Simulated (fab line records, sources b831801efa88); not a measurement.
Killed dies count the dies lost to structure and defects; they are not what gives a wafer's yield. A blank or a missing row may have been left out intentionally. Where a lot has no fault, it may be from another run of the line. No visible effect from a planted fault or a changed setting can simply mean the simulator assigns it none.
The same fault as seen by 2 desks	flow sky130	only its own numbers are on each desk; what lay behind them is given at the end

TOOL OWNER'S DESK, cmp-01
The tool's own readings at SKY_VIA4_CMP_02 (polishes SiO2): means of the sampled wafers that have a number, for each lot that ran on this tool. The brackets show how far a lot's mean lies from the usual mean; more than 4 standard deviations puts the lot out of limits, marked OUT.
Columns: A = motor current A at SKY_VIA4_CMP_02, usual 12.6 A
lot	first seen here	A
L984	day 43 12:10	12.6
L985	day 43 18:02	13.6
L986	day 44 05:20	13.1
L993	day 45 21:41	12.7
L996	day 46 17:10	12.4
L997	day 46 20:28	14.2
Result from this desk: across the 6 lots, nothing is out of limits.

AT THE METROLOGY DESK
What the gauges read, lot by lot, whatever tool the lot ran on: means of the sampled wafers that have a number. The brackets show how far a lot's mean lies from the usual mean; more than 4 standard deviations puts the lot out of limits, marked OUT.
Columns: A = cd nm at SKY_METAL4_CD_MEAS_13, usual 299.7 nm
lot	first seen here	A
L980	day 42 14:44	300.0
L984	day 43 10:46	300.5
L985	day 43 16:40	299.4
L986	day 44 03:55	299.0
L989	day 45 01:17	299.1
L991	day 45 11:56	299.4
L993	day 45 20:14	301.4
L996	day 46 15:45	298.1
L997	day 46 19:06	299.6
L100	day 47 12:56	298.2
L102	day 48 05:24	300.6
Result from this desk: across the 11 lots, nothing is out of limits.

ALL TOGETHER
The tool owner's desk saw nothing out of limits.
The metrology desk saw nothing out of limits.

WHAT THE SIMULATOR PUT IN
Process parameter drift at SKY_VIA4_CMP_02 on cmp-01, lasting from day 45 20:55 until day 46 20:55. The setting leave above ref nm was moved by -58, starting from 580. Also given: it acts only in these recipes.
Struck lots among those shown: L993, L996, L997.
